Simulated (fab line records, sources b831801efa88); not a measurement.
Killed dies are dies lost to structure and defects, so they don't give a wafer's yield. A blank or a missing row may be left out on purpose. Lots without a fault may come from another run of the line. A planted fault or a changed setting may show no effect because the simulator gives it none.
Which tool did it? | flow sky130 | 14 lots, 42 wafers sampled, at 1 step of a route of 708

WHAT THE GAUGES READ, wafer by wafer
SKY_RES_XHIGH_TW_MEAS_09. Usual: RES_XHIGH_TW 1646, standard deviation 21.
lot  | measured     | on            | RES_XHIGH_TW   | flag
L503 | day 26 22:03 | film_metro-01 | 1649 1645 1652 |
L506 | day 27 23:19 | film_metro-04 | 1668 1670 1658 |
L508 | day 28 20:25 | film_metro-04 | 1669 1661 1662 |
L509 | day 28 23:43 | film_metro-04 | 1661 1664 1668 |
L510 | day 29 11:57 | film_metro-04 | 1658 1658 1666 |
L511 | day 29 16:20 | film_metro-02 | 1612 1617 1617 |
L512 | day 30 01:12 | film_metro-04 | 1669 1676 1666 |
L513 | day 30 06:19 | film_metro-04 | 1667 1668 1670 |
L517 | day 31 16:19 | film_metro-02 | 1625 1624 1622 |
L518 | day 32 03:07 | film_metro-02 | 1615 1604 1618 |
L519 | day 32 11:01 | film_metro-04 | 1665 1660 1666 |
L524 | day 33 19:42 | film_metro-01 | 1650 1639 1654 |
L525 | day 34 00:29 | film_metro-02 | 1605 1629 1622 |
L526 | day 34 12:05 | film_metro-02 | 1619 1620 1618 |

WHICH TOOL RAN EACH LOT (tool, then ch and the chambers of the sampled wafers, then the start)
The record holds no process step before these readings.

WHAT THE TOOLS THEMSELVES READ (means of the sampled wafers that have a number; where no wafer has one, the mark that the record gives instead)
The record holds no such reading with a usual standard deviation.

THE ANSWER, worked out from the rows above alone
Rule: a lot is off if the mean of its wafers that have a number lies more than 3 standard deviations from the usual mean. A lot without any number at a reading at which 4 lots or more have one is off too. The other lots that the step has rows for count as sound. The gauges are gone through in route order, then the tools' own readings, and for those a lot's mean is taken as printed above. The first step at which some lot is off is used, and at that step the reading that is off furthest; a lot without a number counts as furthest.
No lot is off at any reading shown: from this, nothing can be told.

WHAT THE SIMULATOR HAD PUT IN
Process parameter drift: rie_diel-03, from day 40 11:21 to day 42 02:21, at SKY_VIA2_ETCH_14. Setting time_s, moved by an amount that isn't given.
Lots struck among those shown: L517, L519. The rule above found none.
